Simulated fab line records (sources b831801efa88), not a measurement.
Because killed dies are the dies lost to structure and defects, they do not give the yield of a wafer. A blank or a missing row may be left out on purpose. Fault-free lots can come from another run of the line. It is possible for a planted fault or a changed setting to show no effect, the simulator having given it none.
8D (eight disciplines) problem report, filled in by code :: flow sky130 :: the parts of the form that need people (team, actions taken, sign-off) are left out

== 1. PROBLEM STATEMENT ==
Wafers without a fault read 98.8 s, standard deviation 0.44; run-length-s at SKY_POLY_GATE_ETCH_17 reads a mean of 77.2 s on 6 wafers belonging to 2 lots. That puts it -49 standard deviations away from the usual mean.
The step: etches poly-Si in HBr/Cl2, stops on SiO2, target depth 180 nm, time 70.5 s.
First seen on wafer L919.1, day 18 23:05, on rie-si-01. The record has a number at this step for 33 wafers belonging to 11 lots. By rule, "out" or "out of limits" means more than 4 standard deviations away from the usual mean. Any other wafer with a number is counted as sound.

== 2. WHAT IT IS; WHAT IT IS NOT ==
question: which readings at this step
is: run-length-s
is not: drypump-motor-current-A, he-backside-leak-sccm, throttle-valve-pct

question: which lots
is: L919, L920
is not: L912, L914, L916, L918, L928, L930, L933, L934, L935

question: which wafers of those lots
is: all that have a number
is not: -

question: read on which tools
is: rie-si-01
is not: rie-si-02

question: when
is: from day 18 23:05
is not: up to then (9 sound wafers); but 18 sound wafers of L918, L928, L930, L933, L934, L935 came after

== 3. SUSPECTS, AND WHAT RULES EACH OUT ==
Counting: any tool at a process step up to the reading is kept as a suspect provided that every lot that is out went through it and no sound lot did after the first of them.
- rie-si-01 at SKY_POLY_GATE_ETCH_17 (etches poly-Si in HBr/Cl2, stops on SiO2, target depth 180 nm, time 70.5 s): ruled out as a lasting fault. Following L919 (day 18 23:05), the first lot on it that is out, the sound lots L928, L930, L933, L934 were run on it.
Left after counting: nothing in the record.

== 4. THE CAUSE (what the simulator had put in) ==
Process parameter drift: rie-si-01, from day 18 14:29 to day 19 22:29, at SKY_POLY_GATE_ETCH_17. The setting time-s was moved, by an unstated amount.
Counting ruled it out, wrongly.

== 5. THE CHAIN OF EFFECTS, in route order ==
Each row: a reading whose mean over the struck wafers that have a number lies more than 3 standard deviations from the usual. Readings are gone through only where the record gives a usual standard deviation; hours: the median, over the lots, of the time from a lot's start at the first step in this table giving one to that lot's start at this step; sigmas: the change measured in usual standard deviations.
hours: 0
step: SKY_POLY_GATE_ETCH_17
reading: run-length-s
usual: 98.8 s
on struck wafers: 77.2
change: -21.6
sigmas: -49

hours: 0
step: SKY_POLY_GATE_STRIP_18
reading: oes-product-au
usual: 0.361 a.u.
on struck wafers: 0.378
change: +0.017
sigmas: +3.6

hours: 0
step: SKY_POLY_GATE_STRIP_18
reading: strip-time-to-endpoint-s
usual: 3.16 s
on struck wafers: 3.50
change: +0.34
sigmas: +7.8
Here are the process steps it includes:
- SKY_POLY_GATE_ETCH_17: etches poly-Si in HBr/Cl2, stops on SiO2, target depth 180 nm, time 70.5 s.
- SKY_POLY_GATE_STRIP_18: strips in O2/N2.

== 6. WHAT WOULD HAVE CAUGHT IT SOONER ==
In this record the first reading out of limits was taken at day 18 23:05, 9 hours after the fault began at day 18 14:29.
